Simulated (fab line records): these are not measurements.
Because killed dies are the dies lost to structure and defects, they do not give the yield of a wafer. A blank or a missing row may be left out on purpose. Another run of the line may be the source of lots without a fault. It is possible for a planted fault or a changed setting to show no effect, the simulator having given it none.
Chamber matching + flow gf180mcu + GF_V2_ETCH_16 on rie_diel-01 has 4 sister chambers
The step etches BARC in N2/H2. 8 wafers are shown with their chamber, then 8 later ones without.

WAFERS PAIRED WITH THEIR CHAMBERS
| wafer  | chamber | drypump_motor_current_A (A) | oes_product_au (a.u.) |
|--------|---------|-----------------------------|-----------------------|
| L080.6 | 1       | 5.3                         | 0.859                 |
| L081.1 | 2       | 6.5                         | 0.860                 |
| L081.4 | 0       | 5.8                         | 0.859                 |
| L081.5 | 1       | 5.3                         | 0.850                 |
| L084.1 | 2       | 6.6                         | 0.863                 |
| L084.3 | 3       | 5.7                         | 0.856                 |
| L084.5 | 3       | 5.7                         | 0.856                 |
| L085.1 | 0       | 5.7                         | 0.864                 |

WAFERS MISSING THEIR CHAMBER
| wafer  | drypump_motor_current_A (A) | oes_product_au (a.u.) |
|--------|-----------------------------|-----------------------|
| L085.3 | 5.7                         | 0.859                 |
| L085.5 | 6.6                         | 0.851                 |
| L088.2 | 6.6                         | 0.854                 |
| L088.4 | 5.7                         | 0.861                 |
| L088.5 | 5.3                         | 0.857                 |
| L092.1 | 5.7                         | 0.855                 |
| L092.4 | 6.5                         | 0.854                 |
| L092.5 | 5.3                         | 0.857                 |

WHICH CHAMBER EACH ONE RAN IN
| wafer  | from the rows above     | in truth |
|--------|-------------------------|----------|
| L085.3 | can't be placed: 3 or 0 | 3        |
| L085.5 | 2                       | 2        |
| L088.2 | 2                       | 2        |
| L088.4 | can't be placed: 0 or 3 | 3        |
| L088.5 | 1                       | 1        |
| L092.1 | can't be placed: 3 or 0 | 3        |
| L092.4 | 2                       | 2        |
| L092.5 | 1                       | 1        |
Correct placement for 5 of the 8. Not placeable from these rows: 3 (in 3, the candidates include the true chamber). Placed wrongly: 0.
How it was worked out, from the rows above alone: a wafer's distance from a chamber is the root of the sum, over the readings, of the square of ((its reading less the chamber's mean) divided by the reading's scatter). The wafer belongs to the nearest chamber; if the next one is less than 2 further off, it can't be placed. The mean given for a chamber averages the wafers shown for that chamber. The scatter is the square root of a quotient: the sum, over the shown wafers, of each reading's squared deviation from its chamber's mean, divided by wafers minus chambers.
